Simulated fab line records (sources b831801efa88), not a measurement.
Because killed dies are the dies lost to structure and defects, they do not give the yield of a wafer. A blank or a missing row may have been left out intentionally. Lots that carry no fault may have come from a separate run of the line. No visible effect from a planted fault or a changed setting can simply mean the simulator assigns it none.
Comparing a struck lot with a sound one	flow sky130	17 out of 708 route steps
Sound: the wafers L815.2, L815.3, L815.4. Struck: wafers L810.2, L810.4, L810.5. Last of all comes the cause.
Order at every step that has rows: each side's tool, ch and its chambers, its first start. Under that, the readings that differ: sound wafers	struck wafers	difference of the means	sigmas: that difference in standard deviations of wafers without a fault.
alike: readings whose means differ by less than 2 such deviations, and words and numbers that are the same on both sides. not compared: withheld readings, readings that some wafer has no value for, bounds like >300 that may hide the same value, and numbers for which the record gives no deviation and whose values overlap.
A row with sigmas, a row that says differs or no value, or rows on one side alone: a step with any of these is where the two part. Numbers that have no deviation but don't overlap get no sigmas and don't part them. A reading missing from all wafers of one side parts the sides only when that side holds two or more wafers.

first, 4 steps without rows for these wafers: SKY_FIELD_ISO_WET_ETCH_29 (etches Si3N4 in H3PO4, target depth 160 nm, time 1825 s); SKY_FIELD_ISO_WET_ETCH_30 (etches SiO2 in dHF, target depth 25 nm, time 50 s); SKY_NWELL_CLEAN_00 (cleans in SC1/SC2, time 150 s); SKY_NWELL_OXIDATION_01 (stabilise 600 s, purge 300 s, target thk 10 nm).
SKY_NWELL_THK_MEAS_02:
  sound: filmMetro-02 at day 6 09:03; struck: filmMetro-02 at day 5 07:34
  alike: NWELL_OXIDATION_THK
then, 7 steps without rows for these wafers: SKY_DNWELL_DEHYDRATE_00 (time 60 s); SKY_DNWELL_HMDS_01 (prime time 60 s); SKY_DNWELL_COAT_02 (resist thk 3000 nm); SKY_DNWELL_SOFTBAKE_03; SKY_DNWELL_EXPOSE_04 (exposes mask DNM, target cd 3000 nm); SKY_DNWELL_PEB_05; SKY_DNWELL_DEVELOP_06 (develop time 60 s).
SKY_DNWELL_IMPLANT_07:
  sound on implanter-01 ch 0, day 7 04:28; struck on implanter-01 ch 0, day 6 02:25
SKY_DNWELL_STRIP_08: strips in O2/N2.
  sound on plasmaAsher-03 ch 0,1, day 7 04:35; struck on plasmaAsher-03 ch 1, day 6 02:37
reading	sound	struck	difference	sigmas
stripTimeToEndpointS (s)	37.05 37.13 37.12	36.82 36.84 36.88	-0.25	-3
  alike: drypumpMotorCurrentA, oesProductAu
  not compared: rfHoursCounterH
SKY_DNWELL_TW_MEAS_09:
  sound: filmMetro-01 at day 7 04:41; struck: filmMetro-03 at day 6 02:44
reading	sound	struck	difference	sigmas
DNWELL_TW	1117 1123 1121	1398 1399 1397	+278	+38
then, 1 step without rows for these wafers: SKY_PWDE_DEHYDRATE_00 (time 60 s).
-- the record jumps here: 43 days lie between the struck wafers' starts before and after (it left off in module PWDE and takes up again in module PAD_OPEN, whose first step shown is number 708 of the route) --
SKY_PAD_OPEN_PROBE_99:
  sound: prober-02 at day 50 01:07; struck: prober-01 at day 48 23:46
reading	sound	struck	difference	sigmas
model.etest.resDeepNwell.rsOhmSq	2203 2204 2212	1214 1228 1228	-983	
model.etest.resDeepNwell.lineOhmUm	735.5 720.9 741	410.5 413.6 405.9	-322.5	
model.etest.resPwdeUnderGate.rsOhmSq	6136 6179 6158	6428 6447 6410	+271	
model.etest.resPwellUnderGate.rsOhmSq	2272 2278 2298	2302 2310 2315	+26	
  alike: killed_at_M0_to_M3, killed_at_M4_up, killedAtContacts, killedAtFrontEnd, killedAtOther, killedDies, killedOnRim, killedOpen, killedShort
  not compared: model.etest.resDeepNwell.rsOhmSqRange

WHERE THEY PART
Last at SKY_DNWELL_TW_MEAS_09 as far as this record goes, first at SKY_DNWELL_STRIP_08. Later steps at which nothing parts them and some readings are alike: SKY_PAD_OPEN_PROBE_99.

WHY: what had been put in by the simulator
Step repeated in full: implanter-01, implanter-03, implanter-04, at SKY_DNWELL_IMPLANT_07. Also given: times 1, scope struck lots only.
